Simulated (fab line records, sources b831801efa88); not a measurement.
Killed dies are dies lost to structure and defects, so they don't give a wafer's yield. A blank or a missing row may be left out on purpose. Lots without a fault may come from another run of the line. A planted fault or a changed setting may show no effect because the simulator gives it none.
fab line records | flow gf180mcu
record lots=7 wafers=21 last_day=34
route steps=602 shown M2@363
lots that met no fault: from a run of the same line without faults
start_h: hours from the record's first day to the start of the lot's first wafer shown | wait_h: hours since the lot's step before | " the same as in the row above | L1.1+2: a row that stands for several wafers | - no value, or no start given | * or withheld: withheld | < > ~ a bound
route shown NAME@n: a module of which the file shows steps, and the number in the route of the first | usual: mean/standard deviation of fault-free wafers | same: alike in all rows | chamber/n: place in a boat | sites: the reading at each site | _std_site: their standard deviation | _edge_site: outer sites' mean less inner sites' | radius_mm: how far each site lies from the wafer's centre | mask NAME#n: copy n | behind: the tool/chamber that last shaped the wafer | hold: why the lot was held/for how many hours/how that ended | device: the transistor (n, p or np) that didn't switch | end of line: the same wafers' tests at the end of the route | a step without rows: its recipe alone | killed: dies lost to structure and defects at the first sort, not the wafer's yield | map: a wafer's dies, x killed, . not, _ none there
set.NAME: the setting as run; set.NAME@STEP: as run at that earlier step | model.NAME: the simulator's own value behind a step, which no gauge read
lots at some steps of the route; a table a step, a row a wafer
services: from which hour (start_h, from the record's first day; less than 0 if before it) a tool's chamber was out of use, for how many hours, and why
## steps
# step GF_M2_SPUTTER_01
# recipe material=TiN target_thk_nm=30 power_w=6500 time_s=25 chamber_pressure_pa=0.4
# usual throttle_valve_pct=29.9/1
# columns lot.wafer tool chamber start_h wait_h throttle_valve_pct
L448.1 pvd_sputter-02 - 419.65 0.1 28.3
L448.2 " - " " 30.4
L448.6 " - " " 28.9
L450.2 pvd_sputter-04 - 439.72 0.1 29.3
L450.3 " - " " 28.9
L450.5 " - " " 31.0
L453.4 pvd_sputter-02 - 476.40 0.1 30.4
L453.5 " - " " 30.3
L453.6 " - " " 29.1
L455.1 pvd_sputter-04 - 478.79 0.1 31.7
L455.4 " - " " 29.3
L455.6 " - " " 29.3
L456.2 pvd_sputter-04 - 494.01 0.1 28.9
L456.4 " - " " 31.6
L456.6 " - " " 29.3
L465.1 pvd_sputter-04 - 568.68 0.1 29.3
L465.3 " - " " 29.2
L465.4 " - " " 31.1
L469.1 pvd_sputter-03 - 596.05 0.1 30.0
L469.3 " - " " 32.0
L469.4 " - " " 29.9
# step GF_M2_SPUTTER_02
# recipe material=AlCu target_thk_nm=450 power_w=10600 time_s=23.9 chamber_pressure_pa=0.4
# usual throttle_valve_pct=29.9/1
# columns lot.wafer tool chamber start_h wait_h throttle_valve_pct
L448.1 pvd_sputter-02 - 419.68 0.0 28.3
L448.2 " - " " 30.3
L448.6 " - " " 29.1
L450.2 pvd_sputter-04 - 439.75 0.0 29.6
L450.3 " - " " 29.3
L450.5 " - " " 30.9
L453.4 pvd_sputter-02 - 476.43 0.0 30.3
L453.5 " - " " 30.2
L453.6 " - " " 29.2
L455.1 pvd_sputter-04 - 478.82 0.0 31.7
L455.4 " - " " 29.4
L455.6 " - " " 29.2
L456.2 pvd_sputter-04 - 494.04 0.0 29.4
L456.4 " - " " 31.6
L456.6 " - " " 29.3
L465.1 pvd_sputter-04 - 568.72 0.0 29.2
L465.3 " - " " 29.5
L465.4 " - " " 31.1
L469.1 pvd_sputter-03 - 596.08 0.0 30.0
L469.3 " - " " 31.9
L469.4 " - " " 30.2
# step GF_M2_SPUTTER_03
# recipe material=Ti target_thk_nm=10 substrate_temp_c=300 chamber_pressure_pa=0.3 power_w=3000 time_s=6.7
# usual substrate_temp_c=300.02/0.2 throttle_valve_pct=29.9/1
# columns lot.wafer tool chamber start_h wait_h substrate_temp_c throttle_valve_pct
L448.1 pvd_sputter-02 - 419.71 0.0 299.74 28.6
L448.2 " - " " 299.93 30.4
L448.6 " - " " 300.37 29.0
L450.2 pvd_sputter-04 - 439.78 0.0 300.30 29.2
L450.3 " - " " 299.99 29.3
L450.5 " - " " 300.03 30.9
L453.4 pvd_sputter-02 - 476.47 0.0 299.98 30.6
L453.5 " - " " 300.08 30.3
L453.6 " - " " 300.06 29.0
L455.1 pvd_sputter-04 - 478.85 0.0 299.92 31.4
L455.4 " - " " 299.86 29.2
L455.6 " - " " 299.93 29.2
L456.2 pvd_sputter-04 - 494.07 0.0 299.98 29.3
L456.4 " - " " 299.90 31.6
L456.6 " - " " 299.99 29.3
L465.1 pvd_sputter-04 - 568.75 0.0 300.11 29.0
L465.3 " - " " 299.97 29.7
L465.4 " - " " 300.07 31.2
L469.1 pvd_sputter-03 - 596.11 0.0 300.46 30.0
L469.3 " - " " 300.11 31.7
L469.4 " - " " 299.86 30.1
# step GF_M2_SPUTTER_04
# recipe material=TiN target_thk_nm=50 power_w=6500 time_s=41.7 chamber_pressure_pa=0.4
# usual throttle_valve_pct=29.9/1
# columns lot.wafer tool chamber start_h wait_h throttle_valve_pct
L448.1 pvd_sputter-02 - 419.73 0.0 28.4
L448.2 " - " " 30.1
L448.6 " - " " 28.8
L450.2 pvd_sputter-04 - 439.80 0.0 29.3
L450.3 " - " " 28.9
L450.5 " - " " 31.1
L453.4 pvd_sputter-02 - 476.49 0.0 30.4
L453.5 " - " " 29.9
L453.6 " - " " 29.1
L455.1 pvd_sputter-04 - 478.88 0.0 31.5
L455.4 " - " " 29.4
L455.6 " - " " 29.3
L456.2 pvd_sputter-04 - 494.09 0.0 29.2
L456.4 " - " " 31.6
L456.6 " - " " 29.3
L465.1 pvd_sputter-04 - 568.77 0.0 29.0
L465.3 " - " " 29.0
L465.4 " - " " 30.7
L469.1 pvd_sputter-03 - 596.13 0.0 29.8
L469.3 " - " " 31.9
L469.4 " - " " 30.1
# step GF_M2_RS_MEAS_05
# recipe thk_meas_gauge=four-point-probe reads=TiN_of_M2_SPUTTER_04+Ti_of_M2_SPUTTER_03+AlCu_of_M2_SPUTTER_02+TiN_of_M2_SPUTTER_01+Ti_of_M2_SPUTTER_00
# usual M2_ALCU_RS=0.0690/0.001
# columns lot.wafer tool chamber start_h wait_h M2_ALCU_RS[ohm/sq]
L448.1 film_metro-02 - 419.77 0.0 0.0693
L448.2 " - " " 0.0681
L448.6 " - " " 0.0693
L450.2 film_metro-02 - 439.86 0.0 0.0698
L450.3 " - " " 0.0698
L450.5 " - " " 0.0693
L453.4 film_metro-04 - 476.59 0.1 0.0694
L453.5 " - " " 0.0684
L453.6 " - " " 0.0694
L455.1 film_metro-01 - 478.92 0.0 0.0682
L455.4 " - " " 0.0683
L455.6 " - " " 0.0680
L456.2 film_metro-02 - 494.15 0.0 0.0691
L456.4 " - " " 0.0692
L456.6 " - " " 0.0692
L465.1 film_metro-04 - 568.81 0.0 0.0684
L465.3 " - " " 0.0695
L465.4 " - " " 0.0686
L469.1 film_metro-04 - 596.17 0.0 0.0701
L469.3 " - " " 0.0694
L469.4 " - " " 0.0690
# step GF_M2_THK_MEAS_06
# recipe thk_meas_gauge=xrf reads=AlCu_of_M2_SPUTTER_02
# usual M2_ALCU_THK=454/6.4
# columns lot.wafer tool chamber start_h wait_h M2_ALCU_THK[nm]
L448.1 film_metro-02 - 419.89 0.1 450
L448.2 " - " " 458
L448.6 " - " " 450
L450.2 film_metro-02 - 439.97 0.1 449
L450.3 " - " " 450
L450.5 " - " " 454
L453.4 film_metro-04 - 476.68 0.1 455
L453.5 " - " " 461
L453.6 " - " " 453
L455.1 film_metro-01 - 479.04 0.1 457
L455.4 " - " " 458
L455.6 " - " " 457
L456.2 film_metro-02 - 494.26 0.1 452
L456.4 " - " " 451
L456.6 " - " " 454
L465.1 film_metro-04 - 568.93 0.1 463
L465.3 " - " " 453
L465.4 " - " " 457
L469.1 film_metro-04 - 596.29 0.1 445
L469.3 " - " " 453
L469.4 " - " " 453
# step GF_M2_DEHYDRATE_07
# recipe temp_c=200 time_s=60
# step GF_M2_HMDS_08
# recipe prime_time_s=60 prime_temp_c=120
# step GF_M2_COAT_09
# recipe resist=KrF spin_rpm=withheld resist_thk_nm=1000
# step GF_M2_SOFTBAKE_10
# recipe temp_c=130 time_s=60 resist=KrF
# step GF_M2_EXPOSE_11
# recipe mask_id=Metal2 target_cd_nm=280 na=0.68 source_shape=conventional sigma_outer=0.6 dose_mj=28
# step GF_M2_PEB_12
# recipe peb_temp_c=135 peb_time_s=90 resist=KrF
# step GF_M2_DEVELOP_13
# recipe develop_time_s=60 dev_temp_c=21
# usual chill_plate_temp_C=23.02/0.12 develop_time_s=60/0
# columns lot.wafer tool chamber start_h wait_h chill_plate_temp_C develop_time_s model.KrF_of_M2_COAT_09.thk_nm
L448.1 litho_track-03 0 443.18 0.2 22.94 60 984.6
L448.2 " 0 " " 23.00 60 987.4
L448.6 " 0 " " 22.95 60 984.3
L450.2 litho_track-02 0 464.30 0.2 23.11 60 987.5
L450.3 " 0 " " 23.03 60 989
L450.5 " 0 " " 23.01 60 987.5
L453.4 litho_track-03 - 500.25 0.1 - - 998.4
L453.5 " - " " - - 995.7
L453.6 " - " " - - 999.2
L455.1 litho_track-01 - 502.53 0.2 - - 1006
L455.4 " - " " - - 1005
L455.6 " - " " - - 1003
L456.2 litho_track-01 - 517.51 0.2 - - 997.3
L456.4 " - " " - - 996
L456.6 " - " " - - 997
L465.1 litho_track-03 0 589.47 0.2 23.01 60 985.5
L465.3 " 0 " " 23.02 60 985.8
L465.4 " 0 " " 23.14 60 984.6
L469.1 litho_track-01 0 616.43 0.2 22.81 60 982.6
L469.3 " 0 " " 22.85 60 984.2
L469.4 " 0 " " 22.98 60 984.2
# step GF_M2_CD_MEAS_14
# recipe target_cd_nm=280
# usual cd_nm=279.7/1.1
# columns lot.wafer tool chamber start_h wait_h cd_nm
L448.1 cd_sem-02 - 443.33 0.1 279.9
L448.2 " - " " 279.5
L448.6 " - " " 279.6
L450.2 cd_sem-01 - 464.44 0.1 279.7
L450.3 " - " " 278.1
L450.5 " - " " 279.9
L453.4 cd_sem-02 - 500.39 0.1 -
L453.5 " - " " -
L453.6 " - " " -
L455.1 cd_sem-02 - 502.68 0.1 -
L455.4 " - " " -
L455.6 " - " " -
L456.2 cd_sem-02 - 517.65 0.1 -
L456.4 " - " " -
L456.6 " - " " -
L465.1 cd_sem-01 - 589.62 0.1 280.5
L465.3 " - " " 280.0
L465.4 " - " " 280.0
L469.1 cd_sem-02 - 616.58 0.1 281.0
L469.3 " - " " 279.6
L469.4 " - " " 279.9
## services
# columns tool chamber start_h hours kind
pvd_sputter-04 - 405.41 18.8 repair
pvd_sputter-04 - 409.96 3.4 repair
pvd_sputter-03 - 455.09 2.2 repair
pvd_sputter-03 1 457.28 - consumable_replace:kit
pvd_sputter-03 1 457.28 18.0 scheduled_down
pvd_sputter-03 1 457.28 18.0 vent_cycle
pvd_sputter-04 1 548.36 - consumable_replace:kit
pvd_sputter-04 1 548.36 18.0 scheduled_down
pvd_sputter-04 1 548.36 18.0 vent_cycle
pvd_sputter-04 - 563.51 2.9 repair
pvd_sputter-02 3 567.57 - consumable_replace:kit
pvd_sputter-02 3 567.57 18.0 scheduled_down
pvd_sputter-02 3 567.57 18.0 vent_cycle
## key
first_sign step=GF_M2_DEVELOP_13 reading=tool_record direction=missing
effect none on later readings
model_effect step=GF_M2_DEVELOP_13 value=KrF_of_M2_COAT_09.thk_nm without=984.8 struck=999.7
met_at GF_M2_DEVELOP_13
struck_wafers L453.4,L453.5,L453.6,L455.1,L455.4,L455.6,L456.2,L456.4,L456.6
later_rows_left_out L453.4,L453.5,L453.6,L455.1,L455.4,L455.6,L456.2,L456.4,L456.6
sort_left_out L453.4,L453.5,L453.6,L455.1,L455.4,L455.6,L456.2,L456.4,L456.6
onset_between 443.18 500.25
fault kind=skipped_step_whole tool=litho_track-01,litho_track-03 chamber=- onset_h=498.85 steps=GF_M2_DEVELOP_13 scope=struck_lots_only
# sort_left_out: the simulated sort isn't trusted on such a fault, so these wafers' sort isn't shown, and their yield isn't known
# later_rows_left_out: the simulator's readings of these wafers behind a module that went badly wrong aren't trusted and aren't shown, but for the sort
